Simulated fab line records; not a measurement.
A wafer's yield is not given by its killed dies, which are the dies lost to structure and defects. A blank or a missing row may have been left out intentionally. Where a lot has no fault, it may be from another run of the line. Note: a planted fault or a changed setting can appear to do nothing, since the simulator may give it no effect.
Which of the tools did it? || flow sky130 || Sampling: 12 lots, 36 wafers, 4 of 708 route steps

WHAT THE GAUGES READ, wafer by wafer
SKY_VIA2_RS_MEAS_22: measurement is done with a four-point probe. Usual: VIA2_W_RS 0.2730 ohm/sq, standard deviation 0.0029.
{"lot": "L362", "measured": "day 36 17:14", "on": "film metro-01", "VIA2_W_RS (ohm/sq)": "0.2706 0.2739 0.2725", "flag": ""}
{"lot": "L363", "measured": "day 36 21:48", "on": "film metro-04", "VIA2_W_RS (ohm/sq)": "0.2733 0.2756 0.2732", "flag": ""}
{"lot": "L366", "measured": "day 38 07:08", "on": "film metro-01", "VIA2_W_RS (ohm/sq)": "0.2789 0.2757 0.2770", "flag": ""}
{"lot": "L367", "measured": "day 38 13:56", "on": "film metro-01", "VIA2_W_RS (ohm/sq)": "0.2770 0.2749 0.2782", "flag": ""}
{"lot": "L369", "measured": "day 38 17:41", "on": "film metro-01", "VIA2_W_RS (ohm/sq)": "0.2741 0.2762 0.2717", "flag": ""}
{"lot": "L370", "measured": "day 39 06:47", "on": "film metro-01", "VIA2_W_RS (ohm/sq)": "0.2736 0.2757 0.2721", "flag": ""}
{"lot": "L371", "measured": "day 39 11:45", "on": "film metro-04", "VIA2_W_RS (ohm/sq)": "0.2741 0.2729 0.2755", "flag": ""}
{"lot": "L372", "measured": "day 39 16:23", "on": "film metro-04", "VIA2_W_RS (ohm/sq)": "0.2679 0.2695 0.2712", "flag": ""}
{"lot": "L376", "measured": "day 40 19:11", "on": "film metro-04", "VIA2_W_RS (ohm/sq)": "0.2756 0.2743 0.2722", "flag": ""}
{"lot": "L383", "measured": "day 42 19:51", "on": "film metro-04", "VIA2_W_RS (ohm/sq)": "0.2678 0.2698 0.2682", "flag": ""}
{"lot": "L382", "measured": "day 42 21:03", "on": "film metro-03", "VIA2_W_RS (ohm/sq)": "0.2699 0.2667 0.2717", "flag": ""}
{"lot": "L385", "measured": "day 43 01:41", "on": "film metro-04", "VIA2_W_RS (ohm/sq)": "0.2711 0.2695 0.2746", "flag": ""}

SKY_METAL4_OVL_MEAS_14. Usual: METAL4_OVL -2 nm, standard deviation 6.6.
{"lot": "L362", "measured": "day 42 03:04", "on": "overlay-01", "METAL4_OVL (nm)": "-2 -4 6", "flag": ""}
{"lot": "L363", "measured": "day 42 10:50", "on": "overlay-01", "METAL4_OVL (nm)": "-11 -10 -11", "flag": ""}
{"lot": "L366", "measured": "day 43 14:47", "on": "overlay-02", "METAL4_OVL (nm)": "-15 -7 -13", "flag": ""}
{"lot": "L367", "measured": "day 43 21:08", "on": "overlay-02", "METAL4_OVL (nm)": "-1 3 -5", "flag": ""}
{"lot": "L369", "measured": "day 43 22:34", "on": "overlay-01", "METAL4_OVL (nm)": "2 1 -7", "flag": ""}
{"lot": "L370", "measured": "day 44 09:47", "on": "overlay-02", "METAL4_OVL (nm)": "-8 -7 -1", "flag": ""}
{"lot": "L371", "measured": "day 44 16:08", "on": "overlay-02", "METAL4_OVL (nm)": "6 5 1", "flag": ""}
{"lot": "L372", "measured": "day 44 19:47", "on": "overlay-02", "METAL4_OVL (nm)": "2 2 7", "flag": ""}
{"lot": "L376", "measured": "day 45 20:02", "on": "overlay-01", "METAL4_OVL (nm)": "-11 1 -7", "flag": ""}
{"lot": "L383", "measured": "day 47 12:31", "on": "overlay-01", "METAL4_OVL (nm)": "-12 -6 -2", "flag": ""}
{"lot": "L382", "measured": "day 47 15:00", "on": "overlay-02", "METAL4_OVL (nm)": "-3 -9 -1", "flag": ""}
{"lot": "L385", "measured": "day 47 18:24", "on": "overlay-01", "METAL4_OVL (nm)": "3 -1 -1", "flag": ""}

TOOL THAT RAN EACH LOT (tool first, then ch and the chambers of the sampled wafers, then the start)
{"lot": "L362", "SKY_METAL2_SPUTTER_01": "pvd sputter-02, day 34 09:19", "SKY_METAL2_STRIP_20": "plasma asher-01 ch 0,1, day 35 12:31"}
{"lot": "L363", "SKY_METAL2_SPUTTER_01": "pvd sputter-02, day 34 15:00", "SKY_METAL2_STRIP_20": "plasma asher-01 ch 0,1, day 35 17:45"}
{"lot": "L366", "SKY_METAL2_SPUTTER_01": "pvd sputter-04, day 36 00:22", "SKY_METAL2_STRIP_20": "plasma asher-01 ch 0,1, day 37 03:01"}
{"lot": "L367", "SKY_METAL2_SPUTTER_01": "pvd sputter-01, day 36 07:31", "SKY_METAL2_STRIP_20": "plasma asher-04 ch 0,1, day 37 10:19"}
{"lot": "L369", "SKY_METAL2_SPUTTER_01": "pvd sputter-02, day 36 10:56", "SKY_METAL2_STRIP_20": "plasma asher-01 ch 0,1, day 37 13:36"}
{"lot": "L370", "SKY_METAL2_SPUTTER_01": "pvd sputter-01, day 37 01:23", "SKY_METAL2_STRIP_20": "plasma asher-04 ch 0,1, day 38 03:31"}
{"lot": "L371", "SKY_METAL2_SPUTTER_01": "pvd sputter-01, day 37 06:45", "SKY_METAL2_STRIP_20": "plasma asher-02 ch 0,1, day 38 08:46"}
{"lot": "L372", "SKY_METAL2_SPUTTER_01": "pvd sputter-01, day 37 10:19", "SKY_METAL2_STRIP_20": "plasma asher-02 ch 0, day 38 12:03"}
{"lot": "L376", "SKY_METAL2_SPUTTER_01": "pvd sputter-01, day 38 15:20", "SKY_METAL2_STRIP_20": "plasma asher-04 ch 0,1, day 39 16:46"}
{"lot": "L383", "SKY_METAL2_SPUTTER_01": "pvd sputter-04, day 40 17:36", "SKY_METAL2_STRIP_20": "plasma asher-04 ch 1, day 41 17:45"}
{"lot": "L382", "SKY_METAL2_SPUTTER_01": "pvd sputter-02, day 40 18:30", "SKY_METAL2_STRIP_20": "plasma asher-04 ch 0,1, day 41 19:07"}
{"lot": "L385", "SKY_METAL2_SPUTTER_01": "pvd sputter-01, day 40 23:40", "SKY_METAL2_STRIP_20": "plasma asher-02 ch 1, day 41 23:52"}
- SKY_METAL2_SPUTTER_01: material TiN, target thk 20 nm, time 16.7 s.
- SKY_METAL2_STRIP_20: strips in O2/N2.

AS READ BY THE TOOLS THEMSELVES (means over the sampled wafers that have a number; for cases with no such wafer, the mark the record gives instead)
SKY_METAL2_SPUTTER_01. Usual: 29.9 % for throttle valve pct, sd 1.1.
{"lot": "L362", "tool": "pvd sputter-02", "throttle valve pct (%)": 29.6, "flag": ""}
{"lot": "L363", "tool": "pvd sputter-02", "throttle valve pct (%)": 30.9, "flag": ""}
{"lot": "L366", "tool": "pvd sputter-04", "throttle valve pct (%)": 29.3, "flag": ""}
{"lot": "L367", "tool": "pvd sputter-01", "throttle valve pct (%)": 28.7, "flag": ""}
{"lot": "L369", "tool": "pvd sputter-02", "throttle valve pct (%)": 30.4, "flag": ""}
{"lot": "L370", "tool": "pvd sputter-01", "throttle valve pct (%)": 29.7, "flag": ""}
{"lot": "L371", "tool": "pvd sputter-01", "throttle valve pct (%)": 30.4, "flag": ""}
{"lot": "L372", "tool": "pvd sputter-01", "throttle valve pct (%)": 28.4, "flag": ""}
{"lot": "L376", "tool": "pvd sputter-01", "throttle valve pct (%)": 31.2, "flag": ""}
{"lot": "L383", "tool": "pvd sputter-04", "throttle valve pct (%)": 29.4, "flag": ""}
{"lot": "L382", "tool": "pvd sputter-02", "throttle valve pct (%)": 29.8, "flag": ""}
{"lot": "L385", "tool": "pvd sputter-01", "throttle valve pct (%)": 30.1, "flag": ""}

SKY_METAL2_STRIP_20. Usual: drypump motor current A 5.35 A, standard deviation 0.19; n2 flow sccm 299.9 sccm, standard deviation 1; oes product au 0.345 a.u., standard deviation 0.0051; strip time to endpoint s 2.72 s, standard deviation 0.055.
{"lot": "L362", "tool": "plasma asher-01", "drypump motor current A (A)": 5.30, "n2 flow sccm (sccm)": 299.7, "oes product au (a.u.)": 0.348, "strip time to endpoint s (s)": 2.71, "flag": ""}
{"lot": "L363", "tool": "plasma asher-01", "drypump motor current A (A)": 5.26, "n2 flow sccm (sccm)": 300.1, "oes product au (a.u.)": 0.345, "strip time to endpoint s (s)": 2.74, "flag": ""}
{"lot": "L366", "tool": "plasma asher-01", "drypump motor current A (A)": 5.30, "n2 flow sccm (sccm)": 299.6, "oes product au (a.u.)": 0.345, "strip time to endpoint s (s)": 2.69, "flag": ""}
{"lot": "L367", "tool": "plasma asher-04", "drypump motor current A (A)": 5.22, "n2 flow sccm (sccm)": 300.7, "oes product au (a.u.)": 0.344, "strip time to endpoint s (s)": 2.73, "flag": ""}
{"lot": "L369", "tool": "plasma asher-01", "drypump motor current A (A)": 5.27, "n2 flow sccm (sccm)": 299.6, "oes product au (a.u.)": 0.347, "strip time to endpoint s (s)": 2.75, "flag": ""}
{"lot": "L370", "tool": "plasma asher-04", "drypump motor current A (A)": 5.20, "n2 flow sccm (sccm)": 300.2, "oes product au (a.u.)": 0.340, "strip time to endpoint s (s)": 2.71, "flag": ""}
{"lot": "L371", "tool": "plasma asher-02", "drypump motor current A (A)": 5.50, "n2 flow sccm (sccm)": 299.9, "oes product au (a.u.)": 0.349, "strip time to endpoint s (s)": 2.74, "flag": ""}
{"lot": "L372", "tool": "plasma asher-02", "drypump motor current A (A)": 5.71, "n2 flow sccm (sccm)": 299.8, "oes product au (a.u.)": 0.345, "strip time to endpoint s (s)": 2.71, "flag": ""}
{"lot": "L376", "tool": "plasma asher-04", "drypump motor current A (A)": 5.18, "n2 flow sccm (sccm)": 299.5, "oes product au (a.u.)": 0.350, "strip time to endpoint s (s)": 2.81, "flag": ""}
{"lot": "L383", "tool": "plasma asher-04", "drypump motor current A (A)": 5.17, "n2 flow sccm (sccm)": 299.3, "oes product au (a.u.)": 0.345, "strip time to endpoint s (s)": 2.65, "flag": ""}
{"lot": "L382", "tool": "plasma asher-04", "drypump motor current A (A)": 5.23, "n2 flow sccm (sccm)": 299.8, "oes product au (a.u.)": 0.344, "strip time to endpoint s (s)": 2.71, "flag": ""}
{"lot": "L385", "tool": "plasma asher-02", "drypump motor current A (A)": 5.39, "n2 flow sccm (sccm)": 299.2, "oes product au (a.u.)": 0.345, "strip time to endpoint s (s)": 2.66, "flag": ""}

THE ANSWER, worked out from the rows above alone
Rule: take the mean of a lot's wafers that have a number; if it is more than 3 standard deviations from the usual mean, the lot is off. Also off: a lot with no number at a reading for which 4 or more lots have one. Where the step has rows for the other lots, those lots are counted as sound. After the gauges, taken in route order, come the tools' own readings; for these a lot's mean is taken, as printed above. The first step at which some lot is off is used, and at that step the reading that is off furthest; a lot without a number counts as furthest.
No lot is off at any reading shown: from this, nothing can be told.

WHAT THE SIMULATOR HAD PUT IN
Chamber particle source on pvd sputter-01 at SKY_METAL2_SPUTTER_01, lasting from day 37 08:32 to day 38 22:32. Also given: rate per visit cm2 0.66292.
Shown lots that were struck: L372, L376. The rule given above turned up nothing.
